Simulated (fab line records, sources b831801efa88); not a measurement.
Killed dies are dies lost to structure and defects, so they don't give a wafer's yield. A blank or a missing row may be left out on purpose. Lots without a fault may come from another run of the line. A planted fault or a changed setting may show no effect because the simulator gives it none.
Which tool did it? | flow gf180mcu | 24 lots, 72 wafers sampled, at 2 steps of a route of 602

WHAT THE GAUGES READ, wafer by wafer
GF_V3_CD_MEAS_14: target cd 260 nm. Usual: cd_nm 260.1 nm, standard deviation 1.2.
lot  | measured     | on        | cd_nm (nm)        | flag
L075 | day 22 14:50 | cd_sem-01 | 260.0 260.2 259.0 |
L074 | day 22 19:57 | cd_sem-01 | 261.0 260.9 259.7 |
L076 | day 23 04:57 | cd_sem-02 | 260.1 260.5 259.7 |
L078 | day 23 14:33 | cd_sem-02 | 262.0 261.5 261.6 |
L077 | day 23 12:51 | cd_sem-02 | 257.6 259.3 259.2 |
L079 | day 24 02:03 | cd_sem-01 | 260.0 259.6 260.1 |
L080 | day 24 08:44 | cd_sem-02 | 258.9 259.4 259.1 |
L081 | day 24 18:54 | cd_sem-01 | 259.7 258.8 258.3 |
L082 | day 25 02:58 | cd_sem-01 | 260.1 259.5 259.5 |
L083 | day 25 09:46 | cd_sem-01 | 261.7 261.1 262.2 |
L084 | day 25 16:37 | cd_sem-01 | 258.8 258.1 258.9 |
L085 | day 26 02:20 | cd_sem-02 | 258.1 258.2 257.7 |
L086 | day 26 02:40 | cd_sem-01 | 259.0 258.7 259.0 |
L087 | day 27 02:14 | cd_sem-02 | 261.2 261.5 261.6 |
L088 | day 27 05:35 | cd_sem-01 | 259.8 261.5 261.2 |
L089 | day 27 11:20 | cd_sem-02 | 260.6 260.5 260.2 |
L090 | day 27 16:48 | cd_sem-01 | 257.5 259.8 258.5 |
L091 | day 28 16:04 | cd_sem-02 | 260.7 259.7 260.7 |
L092 | day 29 01:39 | cd_sem-01 | 259.8 260.7 259.1 |
L093 | day 29 02:05 | cd_sem-01 | 261.7 261.0 261.5 |
L095 | day 29 10:51 | cd_sem-01 | 261.6 261.5 260.4 |
L094 | day 29 17:39 | cd_sem-01 | 259.5 259.9 259.2 |
L096 | day 29 23:02 | cd_sem-01 | 261.7 259.9 262.2 |
L097 | day 30 03:57 | cd_sem-01 | 260.1 259.6 260.6 |

WHICH TOOL RAN EACH LOT (tool, then ch and the chambers of the sampled wafers, then the start)
lot  | GF_LVPWELL_STRIP_10
L075 | plasma_asher-04 ch 0,1, day 4 08:30
L074 | plasma_asher-01 ch 0,1, day 4 10:44
L076 | plasma_asher-01 ch 0,1, day 4 17:03
L078 | plasma_asher-01 ch 0,1, day 4 20:38
L077 | plasma_asher-04 ch 0,1, day 4 22:01
L079 | plasma_asher-03 ch 0, day 5 04:29
L080 | plasma_asher-01 ch 0,1, day 5 08:57
L081 | plasma_asher-03 ch 0,1, day 5 16:57
L082 | plasma_asher-03 ch 0,1, day 5 18:17
L083 | plasma_asher-04 ch 0,1, day 5 21:58
L084 | plasma_asher-04 ch 0,1, day 6 04:33
L085 | plasma_asher-04 ch 0,1, day 6 10:56
L086 | plasma_asher-01 ch 0,1, day 6 14:01
L087 | plasma_asher-03 ch 0,1, day 7 01:29
L088 | plasma_asher-04 ch 0,1, day 7 07:11
L089 | plasma_asher-04 ch 0,1, day 7 13:44
L090 | plasma_asher-01 ch 0,1, day 7 14:31
L091 | plasma_asher-04 ch 0,1, day 8 08:06
L092 | plasma_asher-04 ch 0,1, day 8 17:05
L093 | plasma_asher-03 ch 0,1, day 8 18:08
L095 | plasma_asher-01 ch 0,1, day 9 03:53
L094 | plasma_asher-04 ch 0,1, day 9 04:14
L096 | plasma_asher-04 ch 0,1, day 9 17:46
L097 | plasma_asher-04 ch 0,1, day 9 19:43
- GF_LVPWELL_STRIP_10: strips in O2/N2.

WHAT THE TOOLS THEMSELVES READ (means of the sampled wafers that have a number; where no wafer has one, the mark that the record gives instead)
GF_LVPWELL_STRIP_10. Usual: drypump_motor_current_A 5.82 A, standard deviation 0.29; heater_power_w 328 W, standard deviation 44; oes_product_au 0.722 a.u., standard deviation 0.0045; strip_time_to_endpoint_s 37.01 s, standard deviation 0.084.
lot  | tool            | drypump_motor_current_A (A) | heater_power_w (W) | oes_product_au (a.u.) | strip_time_to_endpoint_s (s) | flag
L075 | plasma_asher-04 | 5.67                        | 336                | 0.720                 | 36.97                        |
L074 | plasma_asher-01 | 5.83                        | 298                | 0.721                 | 37.02                        |
L076 | plasma_asher-01 | 5.66                        | 303                | 0.727                 | 37.10                        |
L078 | plasma_asher-01 | 5.68                        | 299                | 0.720                 | 37.00                        |
L077 | plasma_asher-04 | 5.72                        | 362                | 0.719                 | 37.05                        |
L079 | plasma_asher-03 | 5.89                        | 312                | 0.723                 | 37.13                        |
L080 | plasma_asher-01 | 5.68                        | 302                | 0.718                 | 36.84                        |
L081 | plasma_asher-03 | 6.34                        | 308                | 0.725                 | 37.06                        |
L082 | plasma_asher-03 | 6.10                        | 310                | 0.720                 | 36.94                        |
L083 | plasma_asher-04 | 5.71                        | 369                | 0.722                 | 36.93                        |
L084 | plasma_asher-04 | 5.68                        | 344                | 0.722                 | 37.09                        |
L085 | plasma_asher-04 | 5.70                        | 373                | 0.720                 | 37.07                        |
L086 | plasma_asher-01 | 5.67                        | 295                | 0.721                 | 36.98                        |
L087 | plasma_asher-03 | 6.33                        | 304                | 0.721                 | 36.96                        |
L088 | plasma_asher-04 | 5.72                        | 374                | 0.726                 | 37.09                        |
L089 | plasma_asher-04 | 5.66                        | 340                | 0.726                 | 36.89                        |
L090 | plasma_asher-01 | 5.69                        | 299                | 0.720                 | 37.08                        |
L091 | plasma_asher-04 | 5.71                        | 371                | 0.720                 | 37.01                        |
L092 | plasma_asher-04 | 5.70                        | 339                | 0.724                 | 37.04                        |
L093 | plasma_asher-03 | 6.11                        | 312                | 0.726                 | 36.96                        |
L095 | plasma_asher-01 | 5.84                        | 296                | 0.723                 | 37.00                        |
L094 | plasma_asher-04 | 5.70                        | 370                | 0.721                 | 37.07                        |
L096 | plasma_asher-04 | 5.72                        | 373                | 0.719                 | 37.15                        |
L097 | plasma_asher-04 | 5.71                        | 367                | 0.720                 | 37.01                        |

THE ANSWER, worked out from the rows above alone
Rule: a lot is off if the mean of its wafers that have a number lies more than 3 standard deviations from the usual mean. A lot without any number at a reading at which 4 lots or more have one is off too. The other lots that the step has rows for count as sound. The gauges are gone through in route order, then the tools' own readings, and for those a lot's mean is taken as printed above. The first step at which some lot is off is used, and at that step the reading that is off furthest; a lot without a number counts as furthest.
No lot is off at any reading shown: from this, nothing can be told.

WHAT THE SIMULATOR HAD PUT IN
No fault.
